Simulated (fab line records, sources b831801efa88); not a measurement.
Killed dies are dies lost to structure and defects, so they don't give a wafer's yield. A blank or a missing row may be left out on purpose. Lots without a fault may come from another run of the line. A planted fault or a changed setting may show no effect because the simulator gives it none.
Chamber matching | flow gf180mcu | GF_MIM_CVD_05 on pecvd-03: 3 sister chambers
The step deposits Si3N4, target thk 42 nm, time 29.086 s. 3 wafers are shown with their chamber, then 7 later ones without.

WAFERS WITH THEIR CHAMBER
wafer  | chamber | heater_power_w (W)
L852.5 | 0       | 710
L864.4 | 1       | 550
L864.5 | 2       | 462

WAFERS WITHOUT THEIR CHAMBER
wafer  | heater_power_w (W)
L864.6 | 758
L865.2 | 794
L865.4 | 497
L865.6 | 800
L866.4 | 791
L866.5 | 496
L866.6 | 512

WHICH CHAMBER EACH WENT THROUGH
wafer  | from the rows above     | in truth
L864.6 | 0                       | 0
L865.2 | 0                       | 0
L865.4 | can't be placed: 2 or 1 | 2
L865.6 | 0                       | 0
L866.4 | 0                       | 0
L866.5 | can't be placed: 2 or 1 | 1
L866.6 | can't be placed: 1 or 2 | 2
Placed correctly: 4 of 7. Can't be placed from these rows: 3 (the true chamber is among the candidates in 3). Placed wrongly: 0.
How it was worked out, from the rows above alone: a wafer's distance from a chamber is the root of the sum, over the readings, of the square of ((its reading less the chamber's mean) divided by the reading's scatter). The wafer belongs to the nearest chamber; if the next one is less than 2 further off, it can't be placed. A chamber's mean is the mean of its shown wafers. The scatter: with one shown wafer a chamber, the root of the mean of the squares of how far each hidden wafer lies from its nearest shown one.
